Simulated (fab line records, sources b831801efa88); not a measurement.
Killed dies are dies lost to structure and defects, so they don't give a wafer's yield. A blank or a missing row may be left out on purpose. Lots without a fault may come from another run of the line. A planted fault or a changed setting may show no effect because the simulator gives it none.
Which tool did it? | flow gf180mcu | 6 lots, 18 wafers sampled, at 1 step of a route of 602

WHAT THE GAUGES READ, wafer by wafer
GF_HV_LDD_CD_MEAS_31: target cd 400 nm.
lot  | measured     | on        | cd_nm (nm)
L533 | day 11 18:10 | cd_sem-02 | 402.0 403.9 401.9
L535 | day 12 19:34 | cd_sem-01 | 400.7 403.5 401.7
L538 | day 13 15:25 | cd_sem-02 | 398.9 400.9 398.1
L544 | day 15 11:30 | cd_sem-01 | 400.0 400.9 398.6
L546 | day 16 00:58 | cd_sem-02 | 404.3 403.8 404.8
L551 | day 17 14:13 | cd_sem-01 | 400.1 400.7 399.6

WHICH TOOL RAN EACH LOT (tool, then ch and the chambers of the sampled wafers, then the start)
The record holds no process step before these readings.

THE ANSWER, worked out from the rows above alone
Rule: what is usual is taken from the lots themselves. Put in order of their means at a reading, lots are off if they are a third of the lots or fewer, leave a main group of 4 or more, and stand apart from it by a gap of 3 or more times the standard deviation of the main group's means; of several such gaps the widest counts. A main group whose means are all the same, to the digits that the tables above print for the reading, isn't used. A lot without any number at a reading at which 4 lots or more have one is off too. The other lots that the step has rows for count as sound.
No lot is off at any reading shown: from this, nothing can be told.

WHAT THE SIMULATOR HAD PUT IN
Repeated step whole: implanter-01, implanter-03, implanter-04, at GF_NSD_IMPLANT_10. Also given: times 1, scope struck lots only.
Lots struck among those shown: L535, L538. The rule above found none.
